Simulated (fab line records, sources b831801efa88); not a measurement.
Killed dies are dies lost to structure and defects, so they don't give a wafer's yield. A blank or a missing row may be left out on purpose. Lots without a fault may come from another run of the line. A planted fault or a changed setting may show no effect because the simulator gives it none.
Chamber matching | flow sky130 | SKY_FIELD_ISO_ETCH_17 on rie_si-02: 4 sister chambers
The step etches Si in HBr/Cl2/O2, target depth 342 nm, time 97.7 s. 4 wafers are shown with their chamber, then 7 later ones without.

WAFERS WITH THEIR CHAMBER
wafer  | chamber | drypump_motor_current_A (A)
L103.1 | 1       | 5.8
L106.5 | 2       | 6.0
L110.3 | 0       | 5.7
L110.5 | 3       | 5.7

WAFERS WITHOUT THEIR CHAMBER
wafer  | drypump_motor_current_A (A)
L110.6 | 5.7
L112.1 | 6.0
L112.3 | 5.7
L112.6 | 5.9
L113.3 | 5.8
L113.5 | 5.7
L113.6 | 5.7

WHICH CHAMBER EACH WENT THROUGH
wafer  | from the rows above     | in truth
L110.6 | can't be placed: 0 or 3 | 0
L112.1 | 2                       | 2
L112.3 | can't be placed: 0 or 3 | 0
L112.6 | can't be placed: 2 or 1 | 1
L113.3 | 1                       | 1
L113.5 | can't be placed: 0 or 3 | 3
L113.6 | can't be placed: 0 or 3 | 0
Placed correctly: 2 of 7. Can't be placed from these rows: 5 (the true chamber is among the candidates in 5). Placed wrongly: 0.
How it was worked out, from the rows above alone: a wafer's distance from a chamber is the root of the sum, over the readings, of the square of ((its reading less the chamber's mean) divided by the reading's scatter). The wafer belongs to the nearest chamber; if the next one is less than 2 further off, it can't be placed. A chamber's mean is the mean of its shown wafers. The scatter: with one shown wafer a chamber, the root of the mean of the squares of how far each hidden wafer lies from its nearest shown one.
